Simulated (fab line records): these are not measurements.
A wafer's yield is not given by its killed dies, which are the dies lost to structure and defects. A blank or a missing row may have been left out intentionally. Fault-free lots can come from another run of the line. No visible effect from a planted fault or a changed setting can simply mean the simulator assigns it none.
Code-filled problem report in 8D (eight disciplines) form    flow sky130    the parts of the form that need people (team, actions taken, sign-off) are left out

## 1. WHAT WENT WRONG
SPACER_CVD_00_THK at SKY_SPACER_THK_MEAS_01 reads a mean of 40.0 nm on 3 wafers of 1 lot; wafers without a fault read 43.1 nm with a standard deviation of 0.42. Relative to the usual mean, that is a shift of -7.4 standard deviations.
First seen on wafer L119.1, day 27 09:53, on film_metro-04. The record has a number at this step for 33 wafers belonging to 11 lots. Rule for "out", or "out of limits": more than 4 standard deviations from the usual mean. The rest of the wafers with a number are treated as sound.

## 2. WHAT IT IS AND WHAT IT IS NOT
question                     is                      is not
which readings at this step  SPACER_CVD_00_THK       -
which lots                   L119                    L110, L111, L112, L113, L115, L116, L117, L128, L129, L130
which wafers of those lots   all that have a number  -
read on which gauges         film_metro-04           film_metro-02, film_metro-03
when                         from day 27 09:53       up to then (21 sound wafers); but 9 sound wafers of L128, L129, L130 came after

## 3. WHAT RULES OUT EACH SUSPECT
Counting: a tool at any process step up to the reading remains a suspect when it ran all the lots that are out and ran no sound lot after the first of those.
- the gauge at SKY_SPACER_THK_MEAS_01 has been ruled out. All the wafers that are out were read on film_metro-04, but those of them that SKY_SPACER_CVD_00 has rows for are out there too, on other tools.
- lpcvd-02 at SKY_SPACER_CVD_00 (deposits Si3N4 from DCS/NH3, target thk 43.1 nm, time 740 s): ruled out as a lasting fault. After its first lot that is out, L119 (day 27 08:40), sound lots L128, L129, L130 ran on it.
Left after counting: nothing in the record.

## 4. THE CAUSE (what the simulator had put in)
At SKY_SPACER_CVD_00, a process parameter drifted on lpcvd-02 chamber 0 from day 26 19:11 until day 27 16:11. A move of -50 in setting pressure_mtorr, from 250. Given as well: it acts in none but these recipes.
Counting ruled it out, wrongly: the rule takes a fault to strike every lot that its tool runs from its start on, and this one did not.

## 5. THE EFFECT CHAIN, in route order
Each row: a reading whose mean over the struck wafers that have a number lies more than 3 standard deviations from the usual. Only readings whose record carries a usual standard deviation are examined. hours: median over the lots of the time between each lot's start at the first step of this table that gives one and its start at this step. sigmas: the change, counted in usual standard deviations.
hours  step                    reading            usual        on struck wafers  change  sigmas
0      SKY_SPACER_CVD_00       pressure_mtorr     250.0 mTorr  200.3             -49.7   -99 or more
1      SKY_SPACER_THK_MEAS_01  SPACER_CVD_00_THK  43.1 nm      40.0              -3.1    -7.4
1      SKY_SPACER_ETCHBACK_02  oes_product_au     0.855 a.u.   0.823             -0.032  -5.2
Its process steps:
- SKY_SPACER_CVD_00: deposits Si3N4 from DCS/NH3, target thk 43.1 nm, time 740 s.
- SKY_SPACER_ETCHBACK_02: etches Si3N4 in CH3F/O2, stops on SiO2, time 46.7 s, target depth 45 nm.

## 6. HOW IT WOULD HAVE BEEN CAUGHT EARLIER
Counted from the fault's start at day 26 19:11, it took 15 hours until the first out-of-limits reading at a measuring or inspecting step in this record, taken at day 27 09:53.
Tool's own readings at SKY_SPACER_CVD_00, pressure_mtorr: out on all struck wafers the step has rows for; an alarm limit on them would have tripped on the first.
